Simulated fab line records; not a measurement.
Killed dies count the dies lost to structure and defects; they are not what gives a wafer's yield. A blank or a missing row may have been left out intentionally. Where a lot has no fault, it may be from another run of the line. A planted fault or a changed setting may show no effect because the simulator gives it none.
The tool behind it: which one? | flow gf180mcu | 13 lots with 39 wafers sampled at 6 steps, on a route of 602 steps

== WHAT THE GAUGES SHOWED, per wafer ==
GF_LVPWELL_TW_MEAS_11.
lot  | measured    | on           | LVPWELL_TW
L664 | day 3 20:14 | filmMetro-04 | 563 559 560
L666 | day 4 07:36 | filmMetro-04 | 592 592 594
L667 | day 4 12:51 | filmMetro-04 | 563 562 563
L671 | day 5 17:41 | filmMetro-03 | 595 594 593
L673 | day 5 23:29 | filmMetro-04 | 598 596 596
L679 | day 7 17:10 | filmMetro-03 | 557 560 558
L678 | day 7 17:52 | filmMetro-03 | 565 560 561
L681 | day 7 23:34 | filmMetro-04 | 561 563 564
L680 | day 7 23:54 | filmMetro-04 | 566 561 560
L683 | day 8 14:59 | filmMetro-02 | 551 553 552
L685 | day 8 22:40 | filmMetro-04 | 562 563 561
L686 | day 9 01:58 | filmMetro-03 | 559 559 554
L687 | day 9 06:34 | filmMetro-03 | 560 557 559

GF_VT_IMPLANT_RS_MEAS_48: measures by four-point-probe.
lot  | measured     | on           | LVPWELL_RS (ohm/sq)
L664 | day 7 08:28  | filmMetro-03 | 1195.5 1194.6 1195.4
L666 | day 7 22:31  | filmMetro-03 | 1034.5 1032.4 1031.9
L667 | day 8 03:40  | filmMetro-04 | 1195.3 1195.3 1193.4
L671 | day 9 17:41  | filmMetro-03 | 1031.1 1028.5 1031.8
L673 | day 10 00:37 | filmMetro-02 | 1030.0 1028.6 1031.6
L679 | day 12 02:09 | filmMetro-02 | 1198.8 1197.5 1198.4
L678 | day 12 05:32 | filmMetro-04 | 1199.8 1201.9 1199.4
L681 | day 12 10:31 | filmMetro-02 | 1197.4 1198.1 1199.6
L680 | day 12 11:27 | filmMetro-02 | 1193.6 1194.4 1190.8
L683 | day 13 05:07 | filmMetro-03 | 1194.2 1195.0 1194.0
L685 | day 13 14:16 | filmMetro-04 | 1198.7 1200.5 1199.2
L686 | day 13 17:46 | filmMetro-02 | 1196.3 1192.8 1197.7
L687 | day 13 23:59 | filmMetro-02 | 1196.2 1198.5 1196.4

GF_M1_THK_MEAS_06: measures by xrf.
lot  | measured     | on           | M1_ALCU_THK (nm)
L664 | day 15 17:38 | filmMetro-04 | 456 451 455
L666 | day 16 12:37 | filmMetro-03 | 449 446 446
L667 | day 16 23:21 | filmMetro-01 | 443 443 439
L671 | day 19 02:07 | filmMetro-04 | 447 446 443
L673 | day 19 11:00 | filmMetro-01 | 434 434 435
L679 | day 22 01:01 | filmMetro-03 | 453 446 448
L678 | day 22 08:11 | filmMetro-04 | 453 449 447
L681 | day 22 13:35 | filmMetro-03 | 439 440 440
L680 | day 22 15:13 | filmMetro-01 | 430 430 433
L683 | day 23 10:13 | filmMetro-03 | 443 445 442
L685 | day 23 17:59 | filmMetro-03 | 438 442 440
L686 | day 23 23:38 | filmMetro-03 | 439 436 442
L687 | day 24 06:01 | filmMetro-01 | 447 444 449

== WHICH TOOL RAN EACH LOT (tool, then ch and the chambers of the sampled wafers, then the start) ==
lot  | GF_LVPWELL_IMPLANT_09          | GF_SALICIDE_SPUTTER_03      | GF_M1_SPUTTER_01
L664 | implanter-03 ch 0, day 3 19:59 | pvdSputter-03, day 14 17:52 | pvdSputter-04, day 15 17:23
L666 | implanter-01 ch 0, day 4 07:03 | pvdSputter-03, day 15 12:09 | pvdSputter-01, day 16 12:22
L667 | implanter-03 ch 0, day 4 12:36 | pvdSputter-03, day 15 22:34 | pvdSputter-02, day 16 23:07
L671 | implanter-02 ch 0, day 5 17:03 | pvdSputter-01, day 17 22:10 | pvdSputter-04, day 19 01:52
L673 | implanter-02 ch 0, day 5 22:55 | pvdSputter-03, day 18 08:09 | pvdSputter-02, day 19 10:45
L679 | implanter-03 ch 0, day 7 16:55 | pvdSputter-01, day 20 22:33 | pvdSputter-02, day 22 00:47
L678 | implanter-02 ch 0, day 7 17:39 | pvdSputter-03, day 21 05:44 | pvdSputter-04, day 22 07:56
L681 | implanter-03 ch 0, day 7 23:19 | pvdSputter-02, day 21 11:59 | pvdSputter-01, day 22 13:20
L680 | implanter-01 ch 0, day 7 23:39 | pvdSputter-03, day 21 13:29 | pvdSputter-02, day 22 14:58
L683 | implanter-03 ch 0, day 8 14:44 | pvdSputter-02, day 22 08:13 | pvdSputter-04, day 23 09:58
L685 | implanter-02 ch 0, day 8 22:25 | pvdSputter-01, day 22 16:10 | pvdSputter-01, day 23 17:44
L686 | implanter-03 ch 0, day 9 01:44 | pvdSputter-02, day 22 22:32 | pvdSputter-01, day 23 23:23
L687 | implanter-02 ch 0, day 9 06:21 | pvdSputter-02, day 23 04:34 | pvdSputter-02, day 24 05:46
- GF_LVPWELL_IMPLANT_09
- GF_SALICIDE_SPUTTER_03: material TiN, target thk 20 nm, time 16.7 s.
- GF_M1_SPUTTER_01: material TiN, target thk 30 nm, time 25 s.

== WHAT THE TOOLS THEMSELVES READ (means of the sampled wafers that have a number; where no wafer has one, the mark that the record gives instead) ==
GF_SALICIDE_SPUTTER_03.
lot  | tool          | throttleValvePct (%)
L664 | pvdSputter-03 | 30.0
L666 | pvdSputter-03 | 30.0
L667 | pvdSputter-03 | 29.7
L671 | pvdSputter-01 | 30.2
L673 | pvdSputter-03 | 28.9
L679 | pvdSputter-01 | 29.2
L678 | pvdSputter-03 | 29.7
L681 | pvdSputter-02 | 30.2
L680 | pvdSputter-03 | 29.7
L683 | pvdSputter-02 | 29.2
L685 | pvdSputter-01 | 30.0
L686 | pvdSputter-02 | 29.8
L687 | pvdSputter-02 | 29.9

GF_M1_SPUTTER_01.
lot  | tool          | throttleValvePct (%)
L664 | pvdSputter-04 | 30.1
L666 | pvdSputter-01 | 29.8
L667 | pvdSputter-02 | 29.4
L671 | pvdSputter-04 | 30.0
L673 | pvdSputter-02 | 30.0
L679 | pvdSputter-02 | 30.8
L678 | pvdSputter-04 | 29.6
L681 | pvdSputter-01 | 30.1
L680 | pvdSputter-02 | 29.0
L683 | pvdSputter-04 | 29.6
L685 | pvdSputter-01 | 29.4
L686 | pvdSputter-01 | 30.6
L687 | pvdSputter-02 | 29.9

== THE ANSWER, worked out from the rows above alone ==
Rule: what is usual is taken from the lots themselves. Put in order of their means at a reading, lots are off if they are a third of the lots or fewer, leave a main group of 4 or more, and stand apart from it by a gap of 3 or more times the standard deviation of the main group's means; of several such gaps the widest counts. Not used: any main group whose means are identical at the precision the tables above print for the reading. A lot without any number at a reading at which 4 lots or more have one is off too. Where the step has rows for the other lots, those lots are counted as sound. After the gauges, taken in route order, come the tools' own readings; for these a lot's mean is taken, as printed above. The first step at which some lot is off is used, and at that step the reading that is off furthest; a lot without a number counts as furthest.
Off: L666, L671, L673, at GF_LVPWELL_TW_MEAS_11 (LVPWELL_TW). The main group: mean 560, standard deviation 3.2.
A tool fits if, at a process step before that reading, it ran every lot that is off, and no sound lot after the first of them. Those tools and the gauges at GF_LVPWELL_TW_MEAS_11 are tried in the same way. None of those tried fits.

== WHAT THE SIMULATOR HAD INSERTED ==
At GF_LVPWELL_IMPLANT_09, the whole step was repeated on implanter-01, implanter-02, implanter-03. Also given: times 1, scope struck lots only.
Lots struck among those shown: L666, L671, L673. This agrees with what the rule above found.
